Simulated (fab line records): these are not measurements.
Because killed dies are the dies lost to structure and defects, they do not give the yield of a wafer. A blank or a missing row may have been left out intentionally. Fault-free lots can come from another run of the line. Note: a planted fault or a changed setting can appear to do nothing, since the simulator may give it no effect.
What tool caused it? ; flow gf180mcu ; 15 lots, 40 wafers sampled, at 4 steps of a route of 602

WHAT EACH GAUGE READ, for each wafer
GF_MVSD_TW_MEAS_11. Usual: MVSD_TW gives 1568 (standard deviation 27).
lot;measured;on;MVSD_TW;flag
L817;day 4 16:55;film_metro-03;1609 1621 1621;
L818;day 4 21:16;film_metro-01;1544 1536 1541;
L819;day 5 04:07;film_metro-03;1609 1614 1606;
L820;day 5 08:29;film_metro-01;1541 1549;
L821;day 5 12:49;film_metro-01;1544 1554 1552;
L822;day 5 21:43;film_metro-01;1547 1550 1549;
L823;day 6 02:28;film_metro-04;1581 1587 1585;
L828;day 7 18:07;film_metro-04;1578 1564;
L830;day 7 20:31;film_metro-01;1548 1552 1555;
L831;day 8 04:44;film_metro-03;1611 1609;
L832;day 8 05:54;film_metro-01;1556 1545 1548;
L834;day 8 18:19;film_metro-03;1612 1616;
L837;day 9 14:03;film_metro-01;1545 1550 1545;
L838;day 9 17:13;film_metro-01;1547 1552;
L839;day 9 23:07;film_metro-03;1619 1608 1608;

GF_MVPSD_OVL_MEAS_07. Usual: MVPSD_OVL gives 0.3 nm (standard deviation 1.7).
lot;measured;on;MVPSD_OVL (nm);flag
L817;day 5 05:38;overlay-01;1.1 2.4 1.6;
L818;day 5 10:14;overlay-02;-0.7 -0.9 0.6;
L819;day 5 18:13;overlay-02;0.5 1.0 1.8;
L820;day 5 22:57;overlay-01;1.2 0.1;
L821;day 6 03:02;overlay-01;0.9 -0.7 0.6;
L822;day 6 12:16;overlay-02;3.4 1.3 3.0;
L823;day 6 16:58;overlay-02;-2.1 -3.0 -1.9;
L828;day 8 09:32;overlay-02;1.3 0.1;
L830;day 8 12:14;overlay-02;2.0 1.2 1.8;
L831;day 8 21:16;overlay-02;-0.9 -1.3;
L832;day 8 21:56;overlay-02;0.5 -0.9 0.6;
L834;day 9 10:59;overlay-01;-0.7 -0.8;
L837;day 10 07:35;overlay-02;-0.2 -0.2 -0.6;
L838;day 10 11:02;overlay-01;0.9 2.7;
L839;day 10 17:29;overlay-02;3.0 2.4 2.8;

GF_HV_LDD_OVL_MEAS_08. Usual: HV_LDD_OVL gives 0.9 nm (standard deviation 1.7).
lot;measured;on;HV_LDD_OVL (nm);flag
L817;day 10 05:05;overlay-01;1.7 2.0 2.0;
L818;day 10 10:10;overlay-01;3.7 2.6 4.4;
L819;day 10 20:03;overlay-02;-2.0 -2.6 -1.1;
L820;day 11 01:34;overlay-01;0.1 0.2;
L821;day 11 06:10;overlay-01;0.7 0.0 1.7;
L822;day 11 18:48;overlay-02;2.1 1.5 1.0;
L823;day 12 11:45;overlay-02;1.8 0.2 2.8;
L828;day 14 11:13;overlay-01;2.0;
L830;day 14 14:58;overlay-02;-1.7 -1.2;
L831;day 14 21:57;overlay-02;1.1;
L832;day 14 21:36;overlay-01;2.7 2.8 2.4;
L834;day 15 09:02;overlay-01;1.0 2.6;
L837;day 16 09:29;overlay-02;0.8 2.7 2.2;
L838;day 16 15:10;overlay-02;1.3 -0.7;
L839;day 16 23:31;overlay-02;3.8 2.2 1.5;

WHICH TOOL RAN EACH LOT (tool, then ch and the chambers of the sampled wafers, then the start)
lot;GF_POLY_GATE_ETCH_13
L817;rie_si-02 ch 0,1,2, day 9 09:11
L818;rie_si-02 ch 1,3, day 9 14:31
L819;rie_si-02 ch 0,1, day 9 23:49
L820;rie_si-01 ch 0,1, day 10 06:19
L821;rie_si-02 ch 1,2,3, day 10 10:05
L822;rie_si-02 ch 0,2, day 10 22:38
L823;rie_si-02 ch 0,1,2, day 11 04:40
L828;rie_si-02 ch 0,2, day 13 13:50
L830;rie_si-02 ch 2,3, day 13 15:40
L831;rie_si-02 ch 2,3, day 13 23:40
L832;rie_si-01 ch 2,3, day 13 23:21
L834;rie_si-01 ch 2,3, day 14 10:01
L837;rie_si-01 ch 0,2, day 15 09:46
L838;rie_si-01 ch 0,1, day 15 15:10
L839;rie_si-01 ch 1,3, day 15 23:53
- GF_POLY_GATE_ETCH_13: etches poly-Si in HBr/Cl2, stops on SiO2, target depth 198.5 nm, time 69.6 s.

AS READ BY THE TOOLS THEMSELVES (means over the sampled wafers that have a number; for cases with no such wafer, the mark the record gives instead)
GF_POLY_GATE_ETCH_13. Usual: drypump_motor_current_A 5.5 A, standard deviation 0.39; oes_product_au 0.987 a.u., standard deviation 0.0094; throttle_valve_pct 33.684 %, standard deviation 0.0092.
lot;tool;drypump_motor_current_A (A);oes_product_au (a.u.);throttle_valve_pct (%);flag
L817;rie_si-02;5.5;0.992;33.685;
L818;rie_si-02;5.7;0.980;33.688;
L819;rie_si-02;5.2;0.988;33.688;
L820;rie_si-01;5.4;0.993;33.678;
L821;rie_si-02;5.7;0.985;33.692;
L822;rie_si-02;5.5;0.991;33.677;
L823;rie_si-02;5.4;0.994;33.692;
L828;rie_si-02;5.3;0.821;33.692;OFF
L830;rie_si-02;5.8;0.891;33.685;OFF
L831;rie_si-02;5.8;0.835;33.676;OFF
L832;rie_si-01;6.0;0.989;33.688;
L834;rie_si-01;5.9;0.974;33.684;
L837;rie_si-01;5.7;0.983;33.692;
L838;rie_si-01;5.4;0.983;33.680;
L839;rie_si-01;5.5;0.999;33.687;

THE ANSWER, worked out from the rows above alone
Rule: a lot counts as off when the mean over its wafers that have a number is more than 3 standard deviations away from the usual mean. Also off: a lot with no number at a reading for which 4 or more lots have one. Any other lot the step has rows for is counted as sound. Order of review: gauges by route order, followed by the tools' own readings, for which a lot's mean as printed above is used. The first step at which some lot is off is used, and at that step the reading that is off furthest; a lot without a number counts as furthest.
Off: L828, L830, L831 (GF_POLY_GATE_ETCH_13, oes_product_au).
A tool fits if, at that step or a process step before it, it ran every lot that is off, and no sound lot after the first of them. One fits: GF_POLY_GATE_ETCH_13 on rie_si-02. Its last sound lot is L823 (day 11 04:40), its first lot that is off L828 (day 13 13:50): a fault that began between those two fits.
The tool's own readings at GF_POLY_GATE_ETCH_13 bear it out: on the lots that are off they differ by more than 5 times the standard deviation of the sound lots' means. oes_product_au reads 0.849 a.u. there against 0.988 a.u. on the sound lots.

WHAT THE SIMULATOR PUT IN
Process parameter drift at GF_POLY_GATE_ETCH_13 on rie_si-02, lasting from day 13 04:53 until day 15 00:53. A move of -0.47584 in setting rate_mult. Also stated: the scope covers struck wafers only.
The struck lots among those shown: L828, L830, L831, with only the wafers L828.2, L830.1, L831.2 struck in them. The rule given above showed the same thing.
